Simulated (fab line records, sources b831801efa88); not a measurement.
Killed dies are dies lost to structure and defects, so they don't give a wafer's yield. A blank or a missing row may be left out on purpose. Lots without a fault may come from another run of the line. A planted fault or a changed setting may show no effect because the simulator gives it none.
Which tool did it? | flow sky130 | 12 lots, 36 wafers sampled, at 2 steps of a route of 708

WHAT THE GAUGES READ, wafer by wafer
SKY_LOCAL_INTERCONNECT_OVL_MEAS_12.
lot  | measured     | on         | LOCAL_INTERCONNECT_OVL (nm)
L664 | day 30 17:01 | overlay-01 | -3 1 2
L666 | day 31 07:51 | overlay-02 | 2 -3 -3
L670 | day 32 23:40 | overlay-01 | 6 11 6
L671 | day 33 02:13 | overlay-01 | -1 4 -3
L672 | day 33 11:27 | overlay-01 | 2 2 -1
L674 | day 34 00:04 | overlay-01 | 5 13 3
L679 | day 35 09:43 | overlay-01 | -7 -5 0
L682 | day 36 10:58 | overlay-02 | -3 3 0
L683 | day 36 20:09 | overlay-01 | 8 6 11
L685 | day 37 08:55 | overlay-01 | -2 -7 -6
L686 | day 37 12:37 | overlay-01 | -1 2 0
L687 | day 37 19:27 | overlay-02 | 7 0 7

WHICH TOOL RAN EACH LOT (tool, then ch and the chambers of the sampled wafers, then the start)
lot  | SKY_SPACER_ETCHBACK_02
L664 | rie_diel-02 ch 1,3, day 23 07:45
L666 | rie_diel-02 ch 0,2, day 24 00:10
L670 | rie_diel-04 ch 0,1,2, day 25 17:55
L671 | rie_diel-04 ch 1,2,3, day 26 00:01
L672 | rie_diel-02 ch 1,2,3, day 26 08:02
L674 | rie_diel-04 ch 0,2,3, day 26 21:11
L679 | rie_diel-02 ch 1,3, day 28 10:44
L682 | rie_diel-03 ch 2,3, day 29 11:46
L683 | rie_diel-04 ch 0,1,3, day 29 20:29
L685 | rie_diel-03 ch 2,3, day 30 11:13
L686 | rie_diel-02 ch 0,1,3, day 30 17:05
L687 | rie_diel-04 ch 2,3, day 30 23:22
- SKY_SPACER_ETCHBACK_02: etches Si3N4 in CH3F/O2, stops on SiO2, time 46.7 s, target depth 45 nm.

WHAT THE TOOLS THEMSELVES READ (means of the sampled wafers that have a number; where no wafer has one, the mark that the record gives instead)
SKY_SPACER_ETCHBACK_02.
lot  | tool        | O2_flow_sccm (sccm) | drypump_motor_current_A (A) | oes_product_au (a.u.) | rf_fwd_power_W (W) | throttle_valve_pct (%)
L664 | rie_diel-02 | 30.00               | 5.1                         | 0.860                 | 397.7              | 10.559
L666 | rie_diel-02 | 29.97               | 5.8                         | 0.866                 | 393.1              | 10.569
L670 | rie_diel-04 | 30.09               | 5.7                         | 0.862                 | 396.4              | 10.565
L671 | rie_diel-04 | 29.95               | 6.1                         | 0.863                 | 397.8              | 10.572
L672 | rie_diel-02 | 30.08               | 5.4                         | 0.855                 | 395.1              | 10.560
L674 | rie_diel-04 | 29.99               | 6.0                         | 0.859                 | 395.5              | 10.567
L679 | rie_diel-02 | 29.96               | 5.1                         | 0.862                 | 396.6              | 10.561
L682 | rie_diel-03 | 30.05               | 6.4                         | 0.863                 | 396.7              | 10.564
L683 | rie_diel-04 | 30.01               | 5.8                         | 0.853                 | 396.6              | 10.567
L685 | rie_diel-03 | 30.04               | 6.5                         | 0.857                 | 396.0              | 10.573
L686 | rie_diel-02 | 30.07               | 5.4                         | 0.857                 | 397.3              | 10.557
L687 | rie_diel-04 | 29.91               | 6.4                         | 0.851                 | 396.3              | 10.565

THE ANSWER, worked out from the rows above alone
Rule: what is usual is taken from the lots themselves. Put in order of their means at a reading, lots are off if they are a third of the lots or fewer, leave a main group of 4 or more, and stand apart from it by a gap of 3 or more times the standard deviation of the main group's means; of several such gaps the widest counts. A main group whose means are all the same, to the digits that the tables above print for the reading, isn't used. A lot without any number at a reading at which 4 lots or more have one is off too. The other lots that the step has rows for count as sound. The gauges are gone through in route order, then the tools' own readings, and for those a lot's mean is taken as printed above. The first step at which some lot is off is used, and at that step the reading that is off furthest; a lot without a number counts as furthest.
No lot is off at any reading shown: from this, nothing can be told.

WHAT THE SIMULATOR HAD PUT IN
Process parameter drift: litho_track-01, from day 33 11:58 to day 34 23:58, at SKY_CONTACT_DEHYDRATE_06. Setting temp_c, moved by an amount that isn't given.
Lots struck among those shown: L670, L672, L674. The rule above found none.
